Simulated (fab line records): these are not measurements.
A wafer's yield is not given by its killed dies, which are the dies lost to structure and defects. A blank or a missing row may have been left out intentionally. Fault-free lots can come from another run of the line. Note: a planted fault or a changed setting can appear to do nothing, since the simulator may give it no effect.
A struck lot beside a sound one	flow sky130	21 steps out of a route of 708
Sound: wafers L502.1, L502.5, L502.6. Struck: wafer L497.2. (L497.1 of the same lot was not struck and is left out.) The cause comes at the end.
At each step with rows: each side's tool, then ch and its chambers, then its first start. Under that, the readings that differ: sound wafers	struck wafers	difference of the means	sigmas: that difference in standard deviations of wafers without a fault.
alike: words and numbers the same on both sides, and readings whose means are apart by under 2 such deviations; not compared: readings that were withheld, readings missing a value for some wafer, numbers with overlapping values and no deviation given by the record, and bounds like >300 which may hide the same value.
The two part at a step that has a row with sigmas, a row that says differs or no value, or rows on one side only. Numbers that have no deviation but don't overlap get no sigmas and don't part them. A reading that every wafer of one side lacks parts them only if that side has two wafers or more.

first, 1 step without rows for these wafers: SKY_GATE_OXIDE_DEVELOP_09 (develop time 60 s).
SKY_GATE_OXIDE_OVL_MEAS_10:
  sound on overlay-01, day 21 02:01; struck on overlay-02, day 19 07:49
  alike: GATE_OXIDE_OVL
then, 2 steps without rows for these wafers: SKY_GATE_OXIDE_IMPLANT_11; SKY_GATE_OXIDE_WET_ETCH_12 (etches SiO2 in dHF, target depth 16.8 nm, time 336 s).
SKY_GATE_OXIDE_STRIP_13: strips in O2/N2.
  sound on plasma asher-02 ch 0,1, day 21 02:19; struck on plasma asher-01 ch 1, day 19 08:06
  alike: drypump motor current A, oes product au, strip time to endpoint s
  not compared: rf hours counter h
SKY_GATE_OXIDE_TW_MEAS_14:
  sound on film metro-02, day 21 02:25; struck on film metro-04, day 19 08:12
reading	sound	struck	difference	sigmas
GATE_OXIDE_TW	221.7 221.7 221.9	225.2	+3.4	+2
then, 3 steps without rows for these wafers: SKY_GATE_OXIDE_CLEAN_15 (cleans in SC1/SC2, time 150 s); SKY_GATE_OXIDE_OXIDATION_16 (stabilise 600 s, purge 300 s, target thk 3.57 nm); SKY_POLY_GATE_CVD_00 (deposits poly-Si, target thk 180 nm, time 720 s).
SKY_POLY_GATE_THK_MEAS_01:
  sound on film metro-03, day 21 05:52; struck on film metro-03, day 19 11:25
  alike: POLY_GATE_CVD_00_THK
then, 2 steps without rows for these wafers: SKY_RES_PROTECT_DEHYDRATE_00 (time 60 s); SKY_RES_PROTECT_HMDS_01 (prime time 60 s).
SKY_RES_PROTECT_COAT_02: resist thk 1140 nm.
  sound on litho track-04 ch 0, day 21 20:36; struck on litho track-02 ch 0, day 20 03:01
reading	sound	struck	difference	sigmas
model.NOVOLAK_of_RES_PROTECT_COAT_02.thk nm (nm)	1137 1141 1142	1183	+43	
then, 3 steps without rows for these wafers: SKY_RES_PROTECT_SOFTBAKE_03 (time 60 s); SKY_RES_PROTECT_EXPOSE_04 (exposes mask RPM, target cd 1270 nm); SKY_RES_PROTECT_PEB_05.
SKY_RES_PROTECT_DEVELOP_06: develop time 60 s.
  sound on litho track-04 ch 0, day 22 11:21; struck on litho track-04 ch 0, day 20 18:39
reading	sound	struck	difference	sigmas
model.NOVOLAK_of_RES_PROTECT_COAT_02.thk nm (nm)	1137 1141 1141	1183	+43	
then, 1 step without rows for these wafers: SKY_POLY_GATE_IMPLANT_02.
SKY_RES_PROTECT_STRIP_07: strips in O2/N2.
  sound on plasma asher-01 ch 0,1, day 22 11:39; struck on plasma asher-04 ch 0, day 20 18:57
reading	sound	struck	difference	sigmas
strip time to endpoint s (s)	23.24 23.28 23.30	23.72	+0.45	+11
  alike: drypump motor current A, oes product au
  not compared: rf hours counter h
SKY_RES_PROTECT_TW_MEAS_08:
  sound on film metro-02, day 22 11:45; struck on film metro-02, day 20 19:03
  alike: POLY_GATE_TW
SKY_PAD_OPEN_PROBE_99:
  the record holds rows for the sound wafers here (prober-01, day 50 16:05) but none for the struck ones

WHERE THEY PART
At SKY_GATE_OXIDE_TW_MEAS_14 first; at SKY_PAD_OPEN_PROBE_99 last (within this record only).

WHY: what the simulator had put in
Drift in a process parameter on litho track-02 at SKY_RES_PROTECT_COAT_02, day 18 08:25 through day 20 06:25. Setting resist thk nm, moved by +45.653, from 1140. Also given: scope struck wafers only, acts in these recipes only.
